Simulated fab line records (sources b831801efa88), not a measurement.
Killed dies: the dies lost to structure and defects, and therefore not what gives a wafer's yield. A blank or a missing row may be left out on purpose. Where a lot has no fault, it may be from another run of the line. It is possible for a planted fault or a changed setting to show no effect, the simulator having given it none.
A struck lot beside a sound one / flow sfq-line / 21 out of 325 route steps
Sound: wafers L560.2, L560.4, L560.6. Struck: wafer L558.2; the same lot's L558.1 was not struck, so it is left out; see the end for the cause.
For every step that has rows: the tool of each side, followed by ch and its chambers, followed by its first start. Under that, the readings that differ: sound wafers / struck wafers / difference of the means / sigmas: that difference in standard deviations of wafers without a fault.
alike: words and numbers the same on both sides, and readings whose means are apart by under 2 such deviations; not compared: readings that were withheld, readings missing a value for some wafer, numbers with overlapping values and no deviation given by the record, and bounds like >300 which may hide the same value.
The two part at a step that has a row with sigmas, a row that says differs or no value, or rows on one side only. Numbers that don't overlap but have no deviation are shown without sigmas and don't part them. Lack of a reading on every wafer of one side parts them only where that side has two or more wafers.

first, 2 steps without rows for these wafers: SFQ_TRILAYER_M2_LITHO_PEB_060 (peb time 60 s); SFQ_TRILAYER_M2_LITHO_DEVELOP_059 (time 60 s).
SFQ_M2_OVL_MEAS_916:
  sound on overlay-02 at day 40 09:14; struck on overlay-02 at day 40 06:50
  alike: M2_OVL
SFQ_TRILAYER_M2_BARC_OPEN_METAL_ETCH_077: etches BARC in O2, target depth 125 nm, time 41.7 s.
  sound on rie-metal-02 ch 1, day 40 09:16; struck on rie-metal-03 ch 0, day 40 06:52
reading=drypump-motor-current-A (A); sound=5.91 5.90 5.91; struck=6.64; difference=+0.73; sigmas=+2
reading=oes-product-au (a.u.); sound=0.688 0.684 0.693; struck=0.676; difference=-0.012; sigmas=-3
  alike: he-backside-leak-sccm
  not compared: rf-hours-counter-h
then, 3 steps without rows for these wafers: SFQ_TRILAYER_M2_ETCH_METAL_ETCH_060 (etches Nb in Cl2/Ar, stops on SiO2, target depth 240 nm, time 120 s); SFQ_TRILAYER_M2_STRIP_STRIP_061 (strips in O2); SFQ_TRILAYER_M2_STRIP_SOLV_CLEAN_062 (cleans in NMP, time 600 s).
SFQ_TRILAYER_I2_DEP_PECVD_063: deposits SiO2 from SiH4/N2O, time 111.11 s, target thk 500 nm.
  sound on pecvd-04 ch 0,1, day 40 10:24; struck on pecvd-04 ch 2, day 40 07:50
  alike: heater-power-w, susceptor-temp-C, throttle-valve-pct
SFQ_TRILAYER_I2_CMP_CMP_064: polishes SiO2.
  sound on cmp-01 ch 0,1,2, day 40 12:55; struck on cmp-01 ch 3, day 40 09:25
  alike: edge-zone-pressure-frac, motor-current-A, time-to-endpoint-s
SFQ_I2_BOW_MEAS_917:
  sound on film-metro-03 at day 40 15:26; struck on film-metro-04 at day 40 12:25
reading=I2_BOW (um); sound=24 26 20; struck=-6; difference=-29; sigmas=-3
SFQ_TRILAYER_I2_METRO_MEASURE_065:
  sound on film-metro-03 at day 40 15:44; struck on film-metro-04 at day 40 12:32
reading=thk-nm (nm); sound=200.4 200.2 200.3; struck=198.0; difference=-2.3; sigmas=-2
then, 1 step without rows for these wafers: SFQ_TRILAYER_I2_VIA_LITHO_COAT_072 (resist thk 62 nm).
SFQ_TRILAYER_I2_VIA_LITHO_COAT_067: resist thk 650 nm.
  sound on litho-track-03 ch 0, day 40 17:05; struck on litho-track-04 ch 0, day 40 14:02
reading=model.KrF_of_TRILAYER_I2_VIA_LITHO_COAT_067.thk-nm (nm); sound=650.3 647.9 646.2; struck=622.9; difference=-25.2; sigmas=
then, 4 steps without rows for these wafers: SFQ_TRILAYER_I2_VIA_LITHO_SOFTBAKE_071; SFQ_TRILAYER_I2_VIA_LITHO_EXPOSE_068 (exposes mask I2, target cd 500 nm); SFQ_TRILAYER_I2_VIA_LITHO_PEB_070 (peb time 60 s); SFQ_TRILAYER_I2_VIA_LITHO_DEVELOP_069 (time 60 s).
-- the record jumps here: 6 days lie between the struck wafers' starts before and after --
SFQ_I2_OVL_MEAS_918:
  sound on overlay-01 at day 46 21:37; struck on overlay-01 at day 46 14:11
  alike: I2_OVL
then, 1 step without rows for these wafers: SFQ_TRILAYER_I2_VIA_BARC_OPEN_VIA_ETCH_096 (etches BARC in O2, target depth 125 nm, time 41.7 s).
SFQ_TRILAYER_I2_VIA_ETCH_VIA_ETCH_070: etches SiO2 in CHF3, stops on Nb, target depth 260 nm.
  sound on rie-diel-01 ch 1,3, day 46 21:41; struck on rie-diel-03 ch 1, day 46 14:16
reading=model.KrF_of_TRILAYER_I2_VIA_LITHO_COAT_067.thk-nm (nm); sound=528.5 525.6 523.6; struck=501.8; difference=-24.1; sigmas=
  alike: drypump-motor-current-A, oes-product-au
SFQ_TRILAYER_I2_VIA_STRIP_STRIP_071: strips in O2.
  sound on rie-metal-01 ch 0,1, day 46 21:49; struck on rie-metal-04 ch 1, day 46 14:23
reading=drypump-motor-current-A (A); sound=6.1 5.9 6.1; struck=5.1; difference=-0.9; sigmas=-3
  alike: he-backside-leak-sccm, oes-product-au
  not compared: rf-hours-counter-h

WHERE THEY PART
Earliest at SFQ_TRILAYER_M2_BARC_OPEN_METAL_ETCH_077; latest, in this record, at SFQ_TRILAYER_I2_VIA_STRIP_STRIP_071.

WHY: what had been put in by the simulator
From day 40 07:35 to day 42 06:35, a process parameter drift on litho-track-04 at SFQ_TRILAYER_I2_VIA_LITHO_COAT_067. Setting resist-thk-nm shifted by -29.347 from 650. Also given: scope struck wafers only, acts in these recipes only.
